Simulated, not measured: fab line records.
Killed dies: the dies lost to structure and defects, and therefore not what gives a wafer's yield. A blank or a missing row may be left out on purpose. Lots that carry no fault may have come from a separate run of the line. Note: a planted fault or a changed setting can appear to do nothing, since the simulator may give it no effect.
Which of the tools did it? -- flow sky130 -- 12 lots, 36 wafers sampled, at 5 steps of a route of 708

== WHAT EACH GAUGE READ, for each wafer ==
SKY_LDD_P_CD_MEAS_07: target cd 380 nm. Usual: cdNm at 379 nm, with a standard deviation of 3.1.
lot,measured,on,cdNm (nm),flag
L881,day 19 08:17,cdSem-02,379 381 380,
L883,day 20 01:53,cdSem-02,375 376 377,
L886,day 21 02:40,cdSem-02,378 378 379,
L887,day 21 08:38,cdSem-01,383 383 384,
L888,day 21 22:50,cdSem-02,376 379 380,
L890,day 22 09:46,cdSem-02,381 378 378,
L891,day 22 21:31,cdSem-02,380 381 381,
L898,day 25 04:01,cdSem-02,380 379 380,
L900,day 26 04:28,cdSem-01,370 369 372,
L901,day 26 05:04,cdSem-02,371 370 371,
L902,day 26 09:29,cdSem-01,381 379 381,
L904,day 27 07:05,cdSem-02,381 381 381,

SKY_VIA2_CD_MEAS_12: target cd 200 nm. Usual: cdNm at 200.0 nm, with a standard deviation of 1.3.
lot,measured,on,cdNm (nm),flag
L881,day 36 13:43,cdSem-01,199.6 200.0 200.3,
L883,day 37 04:56,cdSem-02,200.4 200.2 200.0,
L886,day 37 23:16,cdSem-01,198.0 199.0 198.6,
L887,day 38 07:29,cdSem-01,197.4 196.2 196.9,
L888,day 38 19:10,cdSem-01,198.5 199.6 198.9,
L890,day 39 02:11,cdSem-01,199.5 200.9 200.2,
L891,day 39 11:41,cdSem-01,199.5 200.3 199.7,
L898,day 41 09:41,cdSem-02,198.2 199.7 200.7,
L900,day 42 04:38,cdSem-01,200.6 199.5 199.9,
L901,day 42 07:05,cdSem-02,201.0 200.7 201.9,
L902,day 42 11:11,cdSem-02,198.6 200.1 198.1,
L904,day 42 23:26,cdSem-02,201.5 202.4 200.5,

== EACH LOT AND THE TOOL THAT RAN IT (in order: tool; ch and the chambers of the sampled wafers; start) ==
lot,SKY_LDD_P_DEVELOP_06,SKY_METAL1_ETCH_18,SKY_METAL2_SPUTTER_02
L881,"lithoTrack-01 ch 0, day 19 08:08","rieMetal-02 ch 1, day 33 02:47","pvdSputter-02, day 34 08:12"
L883,"lithoTrack-01 ch 0, day 20 01:44","rieMetal-03 ch 0,1, day 33 17:47","pvdSputter-03, day 34 23:00"
L886,"lithoTrack-03 ch 0, day 21 02:31","rieMetal-03 ch 0,1, day 34 12:38","pvdSputter-03, day 35 17:34"
L887,"lithoTrack-01 ch 0, day 21 08:29","rieMetal-04 ch 0,1, day 34 21:20","pvdSputter-01, day 36 02:37"
L888,"lithoTrack-03 ch 0, day 21 22:42","rieMetal-03 ch 0,1, day 35 09:34","pvdSputter-02, day 36 14:32"
L890,"lithoTrack-03 ch 0, day 22 09:37","rieMetal-03 ch 0,1, day 35 16:34","pvdSputter-03, day 36 21:37"
L891,"lithoTrack-03 ch 0, day 22 21:22","rieMetal-04 ch 0,1, day 36 02:37","pvdSputter-02, day 37 07:27"
L898,"lithoTrack-03 ch 0, day 25 03:52","rieMetal-04 ch 0,1, day 38 04:10","pvdSputter-03, day 39 08:01"
L900,"lithoTrack-03 ch 0, day 26 04:19","rieMetal-03 ch 0,1, day 38 21:37","pvdSputter-02, day 40 01:59"
L901,"lithoTrack-03 ch 0, day 26 04:55","rieMetal-04 ch 0, day 39 01:53","pvdSputter-02, day 40 05:33"
L902,"lithoTrack-04 ch 0, day 26 09:20","rieMetal-04 ch 0,1, day 39 05:49","pvdSputter-03, day 40 09:02"
L904,"lithoTrack-01 ch 0, day 27 06:56","rieMetal-02 ch 0,1, day 39 19:49","pvdSputter-01, day 40 22:42"
- SKY_LDD_P_DEVELOP_06: develop time 60 s.
- SKY_METAL1_ETCH_18: etches BARC in N2/H2, stops on SiO2, time 45.9 s, target depth 60 nm.
- SKY_METAL2_SPUTTER_02: material AlCu, target thk 250 nm, time 13.3 s.

== AS READ BY THE TOOLS THEMSELVES (means over the sampled wafers that have a number; for cases with no such wafer, the mark the record gives instead) ==
SKY_LDD_P_DEVELOP_06. Usual: developerTempC 23.00 C, standard deviation 0.1; resistLineTempC 23.02 C, standard deviation 0.11.
lot,tool,developerTempC (C),resistLineTempC (C),flag
L881,lithoTrack-01,23.13,22.92,
L883,lithoTrack-01,22.99,23.15,
L886,lithoTrack-03,22.98,22.91,
L887,lithoTrack-01,22.96,23.01,
L888,lithoTrack-03,22.98,23.01,
L890,lithoTrack-03,22.97,22.95,
L891,lithoTrack-03,22.89,23.02,
L898,lithoTrack-03,23.02,23.03,
L900,lithoTrack-03,25.32,22.95,OFF
L901,lithoTrack-03,25.19,23.08,OFF
L902,lithoTrack-04,22.89,23.10,
L904,lithoTrack-01,23.10,23.14,

SKY_METAL1_ETCH_18. Usual: drypumpMotorCurrentA 5.6 A, standard deviation 0.58; oesProductAu 0.854 a.u., standard deviation 0.0044; throttleValvePct 13.225 %, standard deviation 0.0091.
lot,tool,drypumpMotorCurrentA (A),oesProductAu (a.u.),throttleValvePct (%),flag
L881,rieMetal-02,4.7,0.857,13.220,
L883,rieMetal-03,5.4,0.858,13.222,
L886,rieMetal-03,5.4,0.850,13.231,
L887,rieMetal-04,6.1,0.853,13.219,
L888,rieMetal-03,5.4,0.852,13.229,
L890,rieMetal-03,5.7,0.851,13.230,
L891,rieMetal-04,6.1,0.854,13.233,
L898,rieMetal-04,6.1,0.851,13.223,
L900,rieMetal-03,5.5,0.855,13.228,
L901,rieMetal-04,6.4,0.855,13.226,
L902,rieMetal-04,5.7,0.856,13.222,
L904,rieMetal-02,5.1,0.849,13.225,

SKY_METAL2_SPUTTER_02. Usual: throttleValvePct at 29.8 %, with a standard deviation of 0.71.
lot,tool,throttleValvePct (%),flag
L881,pvdSputter-02,30.2,
L883,pvdSputter-03,29.4,
L886,pvdSputter-03,29.6,
L887,pvdSputter-01,29.7,
L888,pvdSputter-02,29.9,
L890,pvdSputter-03,29.3,
L891,pvdSputter-02,30.6,
L898,pvdSputter-03,29.1,
L900,pvdSputter-02,30.4,
L901,pvdSputter-02,30.5,
L902,pvdSputter-03,29.2,
L904,pvdSputter-01,29.9,

== THE ANSWER, worked out from the rows above alone ==
Rule: a lot counts as off when the mean over its wafers that have a number is more than 3 standard deviations away from the usual mean. Also off: a lot with no number at a reading for which 4 or more lots have one. Any other lot the step has rows for is counted as sound. Order of review: gauges by route order, followed by the tools' own readings, for which a lot's mean as printed above is used. At the first step where some lot is off, the reading lying furthest off is the one used; lots without a number count as furthest.
Off at SKY_LDD_P_DEVELOP_06 (developerTempC): L900, L901.
A tool fits if, at that step or a process step before it, it ran every lot that is off, and no sound lot after the first of them. One candidate fits, namely lithoTrack-03 at SKY_LDD_P_DEVELOP_06. A fault onset in the window from L898 (day 25 03:52, its last sound lot) to L900 (day 26 04:19, its first lot off) fits.
On the lots that are off, the tool's own readings at SKY_LDD_P_DEVELOP_06 differ by more than 5 times the standard deviation of the sound lots' means, which bears it out; developerTempC reads 25.26 C there versus 22.99 C on the sound lots.

== WHAT THE SIMULATOR HAD PUT IN ==
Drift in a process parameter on lithoTrack-03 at SKY_LDD_P_DEVELOP_06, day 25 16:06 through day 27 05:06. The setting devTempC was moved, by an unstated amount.
Shown lots that were struck: L900, L901. The rule above reached the same finding.
